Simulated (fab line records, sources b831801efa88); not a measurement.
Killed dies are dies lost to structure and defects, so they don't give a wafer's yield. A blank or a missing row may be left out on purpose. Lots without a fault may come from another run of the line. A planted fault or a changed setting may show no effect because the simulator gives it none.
fab line records | flow sky130
record lots=6 wafers=18 last_day=49
route steps=708 shown VT_ADJUST_HVTR@135 VT_ADJUST_PCH@143
lots that met no fault: from a run of the same line without faults
start_h: hours from the record's first day to the start of the lot's first wafer shown | wait_h: hours since the lot's step before | " the same as in the row above | L1.1+2: a row that stands for several wafers | - no value, or no start given | * or withheld: withheld | < > ~ a bound
route shown NAME@n: a module of which the file shows steps, and the number in the route of the first | usual: mean/standard deviation of fault-free wafers | same: alike in all rows | chamber/n: place in a boat | sites: the reading at each site | _std_site: their standard deviation | _edge_site: outer sites' mean less inner sites' | radius_mm: how far each site lies from the wafer's centre | mask NAME#n: copy n | behind: the tool/chamber that last shaped the wafer | hold: why the lot was held/for how many hours/how that ended | device: the transistor (n, p or np) that didn't switch | end of line: the same wafers' tests at the end of the route | a step without rows: its recipe alone | killed: dies lost to structure and defects at the first sort, not the wafer's yield | map: a wafer's dies, x killed, . not, _ none there
set.NAME: the setting as run; set.NAME@STEP: as run at that earlier step | model.NAME: the simulator's own value behind a step, which no gauge read
lots at some steps of the route; a table a step, a row a wafer
services: from which hour (start_h, from the record's first day; less than 0 if before it) a tool's chamber was out of use, for how many hours, and why
## steps
# step SKY_VT_ADJUST_HVTR_EXPOSE_04
# recipe mask_id=HVTRM target_cd_nm=380 na=0.6 source_shape=conventional sigma_outer=0.6 dose_mj=150
# step SKY_VT_ADJUST_HVTR_PEB_05
# recipe temp_c=withheld time_s=* resist=NOVOLAK
# step SKY_VT_ADJUST_HVTR_DEVELOP_06
# recipe develop_time_s=60 dev_temp_c=23
# step SKY_VT_ADJUST_HVTR_CD_MEAS_07
# recipe target_cd_nm=380
# usual cd_nm=380/3.2
# columns lot.wafer tool chamber start_h wait_h cd_nm
L482.1 cd_sem-02 - 234.38 0.1 383
L482.2 " - " " 382
L482.4 " - " " 383
L483.1 cd_sem-02 - 238.23 0.1 380
L483.2 " - " " 378
L483.3 " - " " 381
L490.1 cd_sem-02 - 289.09 0.1 381
L490.2 " - " " 381
L490.6 " - " " 381
L491.1 cd_sem-01 - 299.38 0.1 378
L491.3 " - " " 374
L491.5 " - " " 378
L497.1 cd_sem-02 - 348.78 0.1 379
L497.2 " - " " 378
L497.4 " - " " 380
L498.1 cd_sem-02 - 356.08 0.1 381
L498.2 " - " " 379
L498.5 " - " " 383
# step SKY_VT_ADJUST_HVTR_OVL_MEAS_08
# usual VT_ADJUST_HVTR_OVL=-0.3/1.4
# columns lot.wafer tool chamber start_h wait_h VT_ADJUST_HVTR_OVL[nm]
L482.1 overlay-02 - 234.50 0.1 -0.1
L482.2 " - " " 0.4
L482.4 " - " " -1.3
L483.1 overlay-02 - 238.35 0.1 -1.4
L483.2 " - " " -1.8
L483.3 " - " " -2.6
L490.1 overlay-01 - 289.21 0.1 0.0
L490.2 " - " " 2.3
L490.6 " - " " 0.6
L491.1 overlay-02 - 299.50 0.1 -4.2
L491.3 " - " " -1.1
L491.5 " - " " -1.4
L497.1 overlay-02 - 348.90 0.1 0.6
L497.2 " - " " 1.4
L497.4 " - " " -0.6
L498.1 overlay-02 - 356.20 0.1 -0.5
L498.2 " - " " -1.7
L498.5 " - " " -2.1
# step SKY_VT_ADJUST_HVTR_IMPLANT_09
# recipe species=B energy_kev=10 dose_cm2=2.121e+12 tilt_deg=withheld
# step SKY_VT_ADJUST_HVTR_STRIP_10
# recipe chemistry=O2/N2 power_w=1400 pressure_mtorr=1500 platen_temp_c=withheld o2_flow_sccm=3000 n2_flow_sccm=300 overash_fraction=0.5
# usual drypump_motor_current_A=5.6/0.48 oes_product_au=0.715/0.0045 strip_time_to_endpoint_s=14.17/0.045
# columns lot.wafer tool chamber start_h wait_h drypump_motor_current_A oes_product_au rf_hours_counter_h strip_time_to_endpoint_s
L482.1 plasma_asher-01 1 234.69 0.1 5.7 0.722 55 14.15
L482.2 " 0 " " 6.3 0.710 55 14.18
L482.4 " 1 " " 5.7 0.704 - 14.20
L483.1 plasma_asher-01 1 238.54 0.1 5.7 0.712 55 14.16
L483.2 " 0 " " 6.3 0.715 55 14.18
L483.3 " 1 " " 5.6 0.712 - 14.19
L490.1 plasma_asher-01 1 289.40 0.1 5.6 0.717 60 14.18
L490.2 " 0 " " 6.3 0.717 60 14.14
L490.6 " 1 " " 5.6 0.710 - 14.12
L491.1 plasma_asher-04 0 299.69 0.1 5.0 0.718 49 14.15
L491.3 " 1 " " 5.2 0.727 - 14.18
L491.5 " 1 " " 5.2 0.712 - 14.15
L497.1 plasma_asher-03 0 349.09 0.1 5.2 0.719 64 14.18
L497.2 " 1 " " 6.1 0.707 64 14.22
L497.4 " 0 " " 5.2 0.718 - 14.20
L498.1 plasma_asher-04 0 356.39 0.1 5.0 0.713 55 14.22
L498.2 " 1 " " 5.2 0.720 55 14.20
L498.5 " 1 " " 5.2 0.717 - 14.17
# step SKY_VT_ADJUST_HVTR_TW_MEAS_11
# usual VT_ADJUST_HVTR_TW=214.4/1.3
# columns lot.wafer tool chamber start_h wait_h VT_ADJUST_HVTR_TW
L482.1 film_metro-04 - 234.79 0.1 213.2
L482.2 " - " " 214.3
L482.4 " - " " 215.1
L483.1 film_metro-02 - 238.64 0.1 214.0
L483.2 " - " " 212.2
L483.3 " - " " 213.0
L490.1 film_metro-01 - 289.50 0.1 216.0
L490.2 " - " " 216.4
L490.6 " - " " 215.4
L491.1 film_metro-01 - 299.79 0.1 215.8
L491.3 " - " " 215.2
L491.5 " - " " 215.7
L497.1 film_metro-01 - 349.19 0.1 216.2
L497.2 " - " " 215.8
L497.4 " - " " 215.3
L498.1 film_metro-04 - 356.49 0.1 216.9
L498.2 " - " " 215.4
L498.5 " - " " 216.7
# step SKY_VT_ADJUST_PCH_DEHYDRATE_00
# recipe temp_c=200 time_s=60
# step SKY_VT_ADJUST_PCH_HMDS_01
# recipe prime_time_s=60 prime_temp_c=120
# step SKY_VT_ADJUST_PCH_COAT_02
# recipe spin_rpm=2000 resist_thk_nm=3000
# step SKY_VT_ADJUST_PCH_SOFTBAKE_03
# recipe temp_c=110 time_s=withheld
# step SKY_VT_ADJUST_PCH_EXPOSE_04
# recipe mask_id=NWM na=0.6 source_shape=conventional sigma_outer=0.6 polarization=unpolarized target_cd_nm=840 dose_mj=255
# usual exposure_dose_mJ_cm2=255.00/0.23 focus_offset_nm=0.0/0.45
# columns lot.wafer tool chamber start_h wait_h mask exposure_dose_mJ_cm2 focus_offset_nm
L482.1 iline_stepper-02 0 246.86 - NWM#0 255.30 -0.7
L482.2 " 0 " " NWM#0 254.74 -0.1
L482.4 " 0 " " NWM#0 254.83 -0.2
L483.1 iline_stepper-01 0 250.39 - NWM#0 254.92 0.0
L483.2 " 0 " " NWM#0 255.63 0.2
L483.3 " 0 " " NWM#0 254.96 0.0
L490.1 iline_stepper-01 - 302.36 - NWM#0 - -
L490.2 " - " " NWM#0 - -
L490.6 " - " " NWM#0 - -
L491.1 iline_stepper-01 - 312.56 - NWM#0 - -
L491.3 " - " " NWM#0 - -
L491.5 " - " " NWM#0 - -
L497.1 iline_stepper-02 0 363.39 - NWM#0 254.93 -0.3
L497.2 " 0 " " NWM#0 254.86 -0.5
L497.4 " 0 " " NWM#0 255.03 -0.4
L498.1 iline_stepper-02 0 370.62 - NWM#0 254.99 -0.5
L498.2 " 0 " " NWM#0 254.73 -0.5
L498.5 " 0 " " NWM#0 254.77 -0.3
# step SKY_VT_ADJUST_PCH_PEB_05
# recipe temp_c=115 time_s=withheld
## services
# columns tool chamber start_h hours kind
iline_stepper-02 - 215.89 1.7 pm
plasma_asher-03 - 237.18 1.0 repair
iline_stepper-01 0 290.88 - calibration
iline_stepper-01 - 297.25 4.4 pm
iline_stepper-02 - 331.15 1.3 repair
plasma_asher-01 - 340.88 14.6 pm
## key
first_sign step=SKY_VT_ADJUST_PCH_EXPOSE_04 reading=tool_record direction=missing
effect none on later readings
met_at SKY_VT_ADJUST_PCH_EXPOSE_04
struck_wafers L490.1,L490.2,L490.6,L491.1,L491.3,L491.5
sort_left_out L490.1,L490.2,L490.6,L491.1,L491.3,L491.5
tester_left_out L490,L491
onset_between 250.39 302.36
fault kind=skipped_step_whole tool=iline_stepper-01 chamber=- onset_h=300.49 steps=SKY_VT_ADJUST_PCH_EXPOSE_04 scope=struck_lots_only
# tester_left_out: of these lots the tester's yield and bins aren't shown, on N5 and GAA mostly nor the transistor test; their killed dies are dies lost to structure and defects alone, not to doping, threshold or leakage, so they don't give the yield
# sort_left_out: the simulated sort isn't trusted on such a fault, so these wafers' sort isn't shown, and their yield isn't known
